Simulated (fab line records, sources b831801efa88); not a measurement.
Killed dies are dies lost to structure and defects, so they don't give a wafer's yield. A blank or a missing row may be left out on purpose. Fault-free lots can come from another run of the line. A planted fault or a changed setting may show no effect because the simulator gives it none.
A lot that was struck, set against a sound lot ; flow gf180mcu ; 14 steps out of a route of 602
Sound: the wafers L857.1, L857.4, L857.6. Wafers L854.2, L854.3, L854.4 were the ones struck. Last of all comes the cause.
Order at every step that has rows: each side's tool, ch and its chambers, its first start. Under that, the readings that differ: sound wafers ; struck wafers ; difference of the means ; sigmas: that difference in standard deviations of wafers without a fault.
alike: readings whose means differ by less than 2 such deviations, and words and numbers that are the same on both sides. not compared: withheld readings, readings that some wafer has no value for, bounds like >300 that may hide the same value, and numbers for which the record gives no deviation and whose values overlap.
The two part at a step that has a row with sigmas, a row that says differs or no value, or rows on one side only. When numbers do not overlap yet have no deviation, they are printed without sigmas and do not part them. Lack of a reading on every wafer of one side parts them only where that side has two or more wafers.

first, 3 steps without rows for these wafers: GF_MVPSD_EXPOSE_04 (exposes mask MVPSD, target cd 1000 nm); GF_MVPSD_PEB_05; GF_MVPSD_DEVELOP_06 (develop time 60 s).
GF_MVPSD_OVL_MEAS_07:
  sound on overlay-02, day 6 00:52; struck on overlay-02, day 5 10:28
  alike: MVPSD_OVL
then, 2 steps without rows for these wafers: GF_MVPSD_IMPLANT_08; GF_MVPSD_IMPLANT_09.
GF_MVPSD_STRIP_10: strips in O2/N2.
  sound on plasma-asher-03 ch 0,1, day 6 01:12; struck on plasma-asher-04 ch 0,1, day 5 10:47
reading;sound;struck;difference;sigmas
drypump-motor-current-A (A);5.53 5.72 5.74;6.44 6.41 5.75;+0.54;+2
  alike: heater-power-w, oes-product-au, strip-time-to-endpoint-s
  not compared: rf-hours-counter-h
GF_MVPSD_TW_MEAS_11:
  sound on film-metro-01, day 6 01:18; struck on film-metro-04, day 5 10:54
  alike: MVPSD_TW
then, 4 steps without rows for these wafers: GF_VT_IMPLANT_DEHYDRATE_00 (time 60 s); GF_VT_IMPLANT_HMDS_01 (prime time 60 s); GF_VT_IMPLANT_COAT_02 (resist thk 1000 nm); GF_VT_IMPLANT_SOFTBAKE_03 (time 60 s).
GF_VT_IMPLANT_EXPOSE_04: exposes mask LVPWELL LV AREA, target cd 600 nm.
  sound on iline-stepper-02 ch 0, day 6 08:05; struck on iline-stepper-02, day 5 15:12
  no value came back on the struck wafers for exposure-dose-mJ-cm2, focus-offset-nm (nm); on the sound wafers exposure-dose-mJ-cm2 reads 140.16 139.90 139.95
  alike: mask
then, 1 step without rows for these wafers: GF_VT_IMPLANT_PEB_05.

WHERE THEY PART
Last at GF_VT_IMPLANT_EXPOSE_04 as far as this record goes, first at GF_MVPSD_STRIP_10.

WHY: what the simulator had put in
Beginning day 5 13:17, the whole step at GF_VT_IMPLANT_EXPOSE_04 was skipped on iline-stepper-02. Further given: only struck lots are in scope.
